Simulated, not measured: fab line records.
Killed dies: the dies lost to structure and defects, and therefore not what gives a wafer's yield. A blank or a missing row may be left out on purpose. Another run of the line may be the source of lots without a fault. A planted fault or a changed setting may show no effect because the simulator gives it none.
The same fault as seen by 2 desks -- flow gf180mcu -- only its own numbers are on each desk; what lay behind them is given at the end

## AT THE TOOL OWNER'S DESK: lithoTrack-01
The tool's own readings at GF_POLY_GATE_DEVELOP_09 (develop time 60 s): means of the sampled wafers that have a number, for each lot that ran on this tool. Marked OUT: a lot whose mean sits more than 4 standard deviations from the usual mean, which makes it out of limits; the brackets give that distance.
Columns: A = developerTempC at GF_POLY_GATE_DEVELOP_09, usual 21.03 C
lot,first seen here,A
L675,day 9 07:17,21.06
L676,day 9 12:05,21.14
L681,day 11 04:07,20.99
L686,day 12 10:22,20.48 (-5.0) OUT
L687,day 12 20:23,20.41 (-5.7) OUT
L698,day 15 16:40,20.99
This desk's verdict: out of limits on L686, L687, starting with L686 at day 12 10:22 (developerTempC at GF_POLY_GATE_DEVELOP_09). In limits: L675, L676, L681, L698.

## FROM THE METROLOGY DESK
What the gauges read for every lot (on any tool): the sampled wafers with a number, averaged. Marked OUT: a lot whose mean sits more than 4 standard deviations from the usual mean, which makes it out of limits; the brackets give that distance.
Columns: A = cdNm at GF_POLY_GATE_CD_MEAS_10, usual 280.2 nm; B = cdNm at GF_POLY_GATE_CD_MEAS_18, usual 279.6 nm
lot,first seen here,A,B
L675,day 9 07:26,279.0,276.9
L676,day 9 12:14,280.6,280.2
L678,day 10 06:40,280.8,280.8
L681,day 11 04:20,280.9,279.4
L683,day 11 19:17,281.8,281.0
L686,day 12 10:31,281.6,283.2
L687,day 12 20:32,280.0,278.3
L688,day 12 23:50,279.2,278.3
L689,day 13 04:08,279.3,277.4
L690,day 13 07:32,281.2,280.3
L692,day 13 21:27,278.9,277.0
L694,day 14 14:26,282.3,281.1
L697,day 15 07:31,280.3,280.2
L698,day 15 16:49,278.4,278.0
Finding of this desk: none of the 14 lots has anything out of limits.

## PUT TOGETHER
On L686, L687, at day 12 10:22, an alarm was possible from the tool owner's desk.
The metrology desk saw nothing out of limits.
The metrology desk holds a record of L686, L687, inside its limits.
On lithoTrack-01, each named lot ran GF_POLY_GATE_DEVELOP_09.

## WHAT THE SIMULATOR HAD PUT IN
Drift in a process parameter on lithoTrack-01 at GF_POLY_GATE_DEVELOP_09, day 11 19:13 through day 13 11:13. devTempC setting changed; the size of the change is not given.
Lots struck among those shown: L686, L687.
Hours from the fault's start to each desk's first reading out of limits: the tool owner's desk, 15.
